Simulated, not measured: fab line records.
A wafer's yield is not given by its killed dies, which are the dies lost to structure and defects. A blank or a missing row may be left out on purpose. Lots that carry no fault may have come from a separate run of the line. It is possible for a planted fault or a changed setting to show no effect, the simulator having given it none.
Struck lot and sound lot, side by side    flow sky130    22 steps out of a route of 708
Sound: these wafers, L140.3, L140.5, L140.6. The struck wafers were L152.2, L152.3, L152.4. The cause comes at the end.
At each step with rows: each side's tool, then ch and its chambers, then its first start. Under that, the readings that differ: sound wafers    struck wafers    difference of the means    sigmas: that difference in standard deviations of wafers without a fault.
alike: words and numbers the same on both sides, and readings whose means are apart by under 2 such deviations; not compared: readings that were withheld, readings missing a value for some wafer, numbers with overlapping values and no deviation given by the record, and bounds like >300 which may hide the same value.
A row with sigmas, a row that says differs or no value, or rows on one side alone: a step with any of these is where the two part. Numbers that have no deviation but don't overlap get no sigmas and don't part them. A reading that every wafer of one side lacks parts them only if that side has two wafers or more.

first, 8 steps without rows for these wafers: SKY_DNWELL_DEHYDRATE_00 (time 60 s); SKY_DNWELL_HMDS_01 (prime time 60 s); SKY_DNWELL_COAT_02 (resist thk 3000 nm); SKY_DNWELL_SOFTBAKE_03; SKY_DNWELL_EXPOSE_04 (exposes mask DNM, target cd 3000 nm); SKY_DNWELL_PEB_05; SKY_DNWELL_DEVELOP_06 (develop time 60 s); SKY_DNWELL_IMPLANT_07.
SKY_DNWELL_STRIP_08: strips in O2/N2.
  sound on plasma_asher-04 ch 0,1, day 5 05:50; struck on plasma_asher-03 ch 0,1, day 7 22:44
  alike: drypump_motor_current_A, oes_product_au, strip_time_to_endpoint_s
  not compared: rf_hours_counter_h
SKY_DNWELL_TW_MEAS_09:
  sound on film_metro-03 at day 5 05:56; struck on film_metro-03 at day 7 22:50
  alike: DNWELL_TW
then, 2 steps without rows for these wafers: SKY_PWDE_DEHYDRATE_00 (time 60 s); SKY_PWDE_HMDS_01 (prime time 60 s).
SKY_PWDE_COAT_02: resist thk 3000 nm.
  sound on litho_track-01 ch 0, day 5 15:22; struck on litho_track-01 ch 0, day 8 08:38
reading                                 sound           struck          difference  sigmas
model.coat_of_PWDE_COAT_02.thk_nm (nm)  3004 3001 2995  1070 1067 1066  -1932       
then, 3 steps without rows for these wafers: SKY_PWDE_SOFTBAKE_03; SKY_PWDE_EXPOSE_04 (exposes mask PWDEM, target cd 840 nm); SKY_PWDE_PEB_05.
SKY_PWDE_DEVELOP_06: develop time 60 s.
  sound on litho_track-01 ch 0; struck on litho_track-04 ch 0
reading                                 sound           struck          difference  sigmas
model.coat_of_PWDE_COAT_02.thk_nm (nm)  3000 2996 2990  1066 1063 1062  -1932       
SKY_PWDE_OVL_MEAS_07:
  sound on overlay-01 at day 6 00:34; struck on overlay-01 at day 8 19:19
  alike: PWDE_OVL
next, for these wafers, 1 step has no rows: SKY_PWDE_IMPLANT_08.
SKY_PWDE_STRIP_09: strips in O2/N2.
  sound on plasma_asher-04 ch 0,1, day 6 00:47; struck on plasma_asher-04 ch 0,1, day 8 19:29
reading                       sound              struck             difference  sigmas
strip_time_to_endpoint_s (s)  36.95 36.91 36.85  14.27 14.24 14.23  -22.66      -99 or more
  alike: drypump_motor_current_A, oes_product_au
  not compared: rf_hours_counter_h
SKY_PWDE_TW_MEAS_10:
  sound on film_metro-02 at day 6 00:52; struck on film_metro-02 at day 8 19:36
  alike: PWDE_TW
-- the record jumps here: 42 days lie between the struck wafers' starts before and after (it left off in module PWDE and takes up again in module PAD_OPEN, whose first step shown is number 708 of the route) --
SKY_PAD_OPEN_PROBE_99:
  sound on prober-02 at day 48 02:02; struck on prober-01 at day 50 14:35
reading              sound     struck       difference  sigmas
killed_at_front_end  12 18 15  378 386 382  +367        +90
killed_dies          79 82 80  441 433 444  +359        +38
killed_on_rim        20 21 18  96 94 96     +76         +18
  alike: killed_at_M0_to_M3, killed_at_M4_up, killed_at_contacts, killed_at_other, killed_open, killed_short

## WHERE THEY PART
Last at SKY_PAD_OPEN_PROBE_99 as far as this record goes, first at SKY_PWDE_STRIP_09.

WHY: what the simulator had put in
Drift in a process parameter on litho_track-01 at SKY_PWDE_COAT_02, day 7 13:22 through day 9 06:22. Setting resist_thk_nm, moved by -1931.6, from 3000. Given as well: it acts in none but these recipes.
